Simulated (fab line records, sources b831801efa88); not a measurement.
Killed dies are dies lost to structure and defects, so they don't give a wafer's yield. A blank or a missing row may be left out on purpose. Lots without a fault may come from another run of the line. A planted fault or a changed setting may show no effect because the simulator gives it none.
Problem report in the 8D (eight disciplines) form, filled by code | flow gf180mcu | the parts of the form that need people (team, actions taken, sign-off) are left out

1. THE PROBLEM
heater_power_total_W at GF_V3_SOFTBAKE_10 reads a mean of 96.77 W on 6 wafers of 2 lots; wafers without a fault read 93.05 W with a standard deviation of 0.058. That is +64 standard deviations from the usual mean.
The step: time 60 s.
First seen on wafer L566.1, day 27 22:00, on litho_track-03. The record holds 18 wafers of 6 lots with a number at this step. Rule for "out", or "out of limits": more than 4 standard deviations from the usual mean. The other wafers with a number count as sound.

2. WHAT IT IS AND WHAT IT IS NOT
question                    | is                                 | is not
which readings at this step | heater_power_total_W, run_length_s | -
which lots                  | L566, L568                         | L549, L561, L569, L570
which wafers of those lots  | all that have a number             | -
read on which tools         | litho_track-03                     | litho_track-01, litho_track-04
when                        | from day 27 22:00                  | up to then (6 sound wafers); but 6 sound wafers of L569, L570 came after

3. SUSPECTS, AND WHAT RULES EACH OUT
Counting: a tool at a process step up to the reading stays a suspect if it ran every lot that is out and no sound lot after the first of them.
- pecvd-04 at GF_V3_CVD_02 (deposits SiO2 from TEOS, target thk 850 nm, time 94.851 s): ruled out as a lasting fault. Sound lots L569 ran on it after its first lot that is out, L566 (day 27 12:00).
- cmp-01 at GF_V3_CMP_04 (polishes SiO2): kept. It ran every lot that is out, first L566 (day 27 12:13), and no sound lot after that; its last sound lot up to then is L561 (day 26 06:34).
- litho_track-03 at GF_V3_SOFTBAKE_10 (time 60 s): kept. It ran every lot that is out, first L566 (day 27 22:00), and no sound lot after that; its last sound lot up to then is L561 (day 26 17:00). Its own readings are out on those wafers: heater_power_total_W, run_length_s.
Left after counting: cmp-01 at GF_V3_CMP_04, litho_track-03 at GF_V3_SOFTBAKE_10.

4. THE CAUSE (what the simulator had put in)
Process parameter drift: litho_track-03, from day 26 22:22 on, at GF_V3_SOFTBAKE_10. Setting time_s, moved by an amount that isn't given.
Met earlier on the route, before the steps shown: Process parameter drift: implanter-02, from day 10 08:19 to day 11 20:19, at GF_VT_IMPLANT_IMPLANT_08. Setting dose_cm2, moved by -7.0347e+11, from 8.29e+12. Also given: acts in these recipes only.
Counting left 2 suspects, and this tool is among them.

5. THE CHAIN OF EFFECTS, in route order
Each row: a reading whose mean over the struck wafers that have a number lies more than 3 standard deviations from the usual. Only readings for which the record gives a usual standard deviation are gone through. hours: the time from each lot's start at the first step in this table that gives one to its start at this step, as a median over the lots. sigmas: the change in usual standard deviations.
hours | step              | reading              | usual   | on struck wafers | change | sigmas
0     | GF_V3_SOFTBAKE_10 | heater_power_total_W | 93.05 W | 96.77            | +3.72  | +64
0     | GF_V3_SOFTBAKE_10 | run_length_s         | 89.05 s | 82.75            | -6.30  | -30
The process steps in it:
- GF_V3_SOFTBAKE_10: time 60 s.

6. WHAT WOULD HAVE CAUGHT IT SOONER
In this record the first reading out of limits was taken at day 27 22:00, 24 hours after the fault began at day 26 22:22.
